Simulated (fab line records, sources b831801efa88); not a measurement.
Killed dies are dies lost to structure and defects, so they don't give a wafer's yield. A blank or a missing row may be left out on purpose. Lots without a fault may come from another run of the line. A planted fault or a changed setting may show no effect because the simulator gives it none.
One fault seen from 2 desks | flow gf180mcu | each desk has only its own numbers; what lay behind them comes last

THE TOOL OWNER'S DESK: pvd_sputter-04
The tool's own readings at GF_M3_SPUTTER_03 (material Ti, target thk 10 nm, time 6.7 s): means of the sampled wafers that have a number, for each lot that ran on this tool. A lot is out of limits, marked OUT, if its mean lies more than 4 standard deviations from the usual mean; the brackets give that distance.
Columns: A = cathode_dc_power_W at GF_M3_SPUTTER_03, usual 2999.9 W; B = throttle_valve_pct at GF_M3_SPUTTER_03, usual 29.7 %
lot  | first seen here | A      | B
L257 | day 20 16:52    | 3000.3 | 30.0
L262 | day 22 20:41    | 2999.1 | 29.1
L273 | day 26 07:08    | 2999.6 | 28.7
This desk's finding: nothing out of limits on any of the 3 lots.

THE METROLOGY DESK
What the gauges read, lot by lot, whatever tool the lot ran on: means of the sampled wafers that have a number. A lot is out of limits, marked OUT, if its mean lies more than 4 standard deviations from the usual mean; the brackets give that distance.
Columns: A = V2_W_RS at GF_V2_RS_MEAS_24, usual 0.325 ohm/sq; B = V2_W_THK at GF_V2_THK_MEAS_25, usual 341 nm
lot  | first seen here | A     | B
L257 | day 20 16:15    | 0.319 | 349
L262 | day 22 20:03    | 0.322 | 346
L273 | day 26 06:30    | 0.329 | 338
L274 | day 26 12:45    | 0.325 | 342
L276 | day 27 07:15    | 0.326 | 340
This desk's finding: nothing out of limits on any of the 5 lots.

PUT TOGETHER
The tool owner's desk saw nothing out of limits.
The metrology desk saw nothing out of limits.

WHAT THE SIMULATOR HAD PUT IN
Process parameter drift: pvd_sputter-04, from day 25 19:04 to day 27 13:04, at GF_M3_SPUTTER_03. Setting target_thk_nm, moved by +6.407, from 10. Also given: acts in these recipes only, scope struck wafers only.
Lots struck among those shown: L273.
